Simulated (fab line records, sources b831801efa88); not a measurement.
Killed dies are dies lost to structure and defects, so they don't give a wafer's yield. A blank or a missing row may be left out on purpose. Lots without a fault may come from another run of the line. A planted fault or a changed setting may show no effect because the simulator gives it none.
One fault seen from 2 desks | flow gf180mcu | each desk has only its own numbers; what lay behind them comes last

THE TOOL OWNER'S DESK: pecvd-03
The tool's own readings at GF_V4_CVD_02 (deposits SiO2 from TEOS, target thk 850 nm, time 94.851 s): means of the sampled wafers that have a number, for each lot that ran on this tool. A lot is out of limits, marked OUT, if its mean lies more than 4 standard deviations from the usual mean; the brackets give that distance.
Columns: A = heater_power_outer_w at GF_V4_CVD_02, usual 365 W; B = heater_power_w at GF_V4_CVD_02, usual 621 W
lot  | first seen here | A   | B
L273 | day 23 20:31    | 422 | 721
L277 | day 25 07:38    | 291 | 496
L282 | day 27 04:14    | 295 | 538
This desk's finding: nothing out of limits on any of the 3 lots.

THE METROLOGY DESK
What the gauges read, lot by lot, whatever tool the lot ran on: means of the sampled wafers that have a number. A lot is out of limits, marked OUT, if its mean lies more than 4 standard deviations from the usual mean; the brackets give that distance.
Columns: A = V4_CVD_02_THK at GF_V4_THK_MEAS_03, usual 851 nm
lot  | first seen here | A
L273 | day 23 20:35    | 852
L274 | day 24 02:20    | 849
L276 | day 24 21:57    | 838
L277 | day 25 07:43    | 858
L282 | day 27 04:19    | 828
L289 | day 29 00:43    | 846
L290 | day 29 07:39    | 863
L291 | day 29 13:12    | 856
L293 | day 30 06:37    | 831
L294 | day 30 09:24    | 856
L295 | day 30 18:16    | 841
This desk's finding: nothing out of limits on any of the 11 lots.

PUT TOGETHER
The tool owner's desk saw nothing out of limits.
The metrology desk saw nothing out of limits.

WHAT THE SIMULATOR HAD PUT IN
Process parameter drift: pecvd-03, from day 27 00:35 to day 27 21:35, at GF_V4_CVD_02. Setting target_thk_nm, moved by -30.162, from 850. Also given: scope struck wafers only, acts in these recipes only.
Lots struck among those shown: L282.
